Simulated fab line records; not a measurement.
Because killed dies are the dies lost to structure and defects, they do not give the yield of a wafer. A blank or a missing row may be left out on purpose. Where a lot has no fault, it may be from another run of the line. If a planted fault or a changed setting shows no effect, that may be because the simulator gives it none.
Matching of chambers + flow sky130 + 4 sister chambers for SKY_VIA2_CMP_24 on cmp-02
The step polishes, stops on SiO2, t overpolish 20 s, target thk 0 nm. 4 wafers are shown with their chamber, then 7 later ones without.

## EACH WAFER AND ITS CHAMBER
| wafer  | chamber | motorCurrentA (A) |
|--------|---------|-------------------|
| L644.4 | 2       | 10.6              |
| L646.1 | 3       | 10.0              |
| L649.1 | 1       | 13.1              |
| L649.4 | 0       | 13.7              |

## WAFERS WITHOUT THEIR CHAMBER
| wafer  | motorCurrentA (A) |
|--------|-------------------|
| L649.6 | 9.9               |
| L658.1 | 9.7               |
| L658.2 | 13.8              |
| L658.5 | 9.5               |
| L664.2 | 13.6              |
| L664.3 | 9.2               |
| L664.6 | 10.1              |

## WHICH CHAMBER EACH WENT THROUGH
| wafer  | from the rows above     | in truth |
|--------|-------------------------|----------|
| L649.6 | can't be placed: 3 or 2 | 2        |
| L658.1 | can't be placed: 3 or 2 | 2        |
| L658.2 | can't be placed: 0 or 1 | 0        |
| L658.5 | can't be placed: 3 or 2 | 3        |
| L664.2 | can't be placed: 0 or 1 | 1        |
| L664.3 | can't be placed: 3 or 2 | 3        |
| L664.6 | can't be placed: 3 or 2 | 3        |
Correct placement for 0 of the 7. From these rows, 7 cannot be placed; in 7 the true chamber is one of the candidates. Placed wrongly: 0.
How it was worked out, from the rows above alone: a wafer's distance from a chamber is the root of the sum, over the readings, of the square of ((its reading less the chamber's mean) divided by the reading's scatter). The wafer belongs to the nearest chamber; if the next one is less than 2 further off, it can't be placed. Each chamber's mean is taken over the wafers shown for it. The scatter: root of mean squared gap, hidden wafer to nearest shown wafer, with one shown wafer a chamber.
